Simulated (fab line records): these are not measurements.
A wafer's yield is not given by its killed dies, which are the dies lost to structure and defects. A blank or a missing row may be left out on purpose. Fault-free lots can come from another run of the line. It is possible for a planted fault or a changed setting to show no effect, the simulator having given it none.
A single fault, viewed from 2 desks	flow sky130	each desk has only its own numbers; what lay behind them comes last

== DESK OF THE TOOL OWNER: cmp-02 ==
The tool's own readings at SKY_VIA2_CMP_24 (polishes, stops on SiO2, t overpolish 20 s, target thk 0 nm): means of the sampled wafers that have a number, for each lot that ran on this tool. The brackets show how far a lot's mean lies from the usual mean; more than 4 standard deviations puts the lot out of limits, marked OUT.
Columns: A = edge-zone-pressure-frac at SKY_VIA2_CMP_24, usual 1.001; B = head-pressure-psi at SKY_VIA2_CMP_24, usual 3.499 psi; C = motor-current-A at SKY_VIA2_CMP_24, usual 11.7 A; D = overpolish-run-s at SKY_VIA2_CMP_24, usual 20.000 s; E = slurry-filter-dp-kPa at SKY_VIA2_CMP_24, usual 13.52 kPa; F = time-to-endpoint-s at SKY_VIA2_CMP_24, usual 99 s
lot	first seen here	A	B	C	D	E	F
L594	day 37 08:29	1.002	3.497	12.7	20.009	13.61	100
L608	day 41 12:39	1.007	3.503	11.8	19.993	13.39	97
L612	day 42 09:56	1.000	3.497	12.2	19.998	13.52	101
L613	day 42 16:11	1.002	3.501	12.0	19.997	13.48	93
This desk's finding: nothing out of limits on any of the 4 lots.

== FROM THE METROLOGY DESK ==
What the gauges read, lot by lot, whatever tool the lot ran on: means of the sampled wafers that have a number. The brackets show how far a lot's mean lies from the usual mean; more than 4 standard deviations puts the lot out of limits, marked OUT.
Columns: A = VIA2_OVL at SKY_VIA2_OVL_MEAS_13, usual 1 nm; B = CAPM_OVL at SKY_CAPM_OVL_MEAS_12, usual -0.1 nm
lot	first seen here	A	B
L591	day 36 10:32	6	0.3
L592	day 36 14:20	-1	0.8
L595	day 36 19:38	-0	-1.3
L594	day 37 07:18	1	2.9
L597	day 37 20:14	2	-
L598	day 38 15:17	-1	-
L599	day 38 16:19	14	-
L608	day 41 11:30	7	-1.3
L609	day 41 12:05	-0	0.6
L610	day 41 20:05	7	-0.6
L612	day 42 08:41	2	0.8
L613	day 42 15:03	2	-2.9
L614	day 43 06:54	-3	-0.8
This desk's finding: nothing out of limits on any of the 13 lots.

== ALL TOGETHER ==
The desk of the tool owner found nothing out of limits.
Nothing out of limits was seen by the metrology desk.

== WHAT WAS PUT IN BY THE SIMULATOR ==
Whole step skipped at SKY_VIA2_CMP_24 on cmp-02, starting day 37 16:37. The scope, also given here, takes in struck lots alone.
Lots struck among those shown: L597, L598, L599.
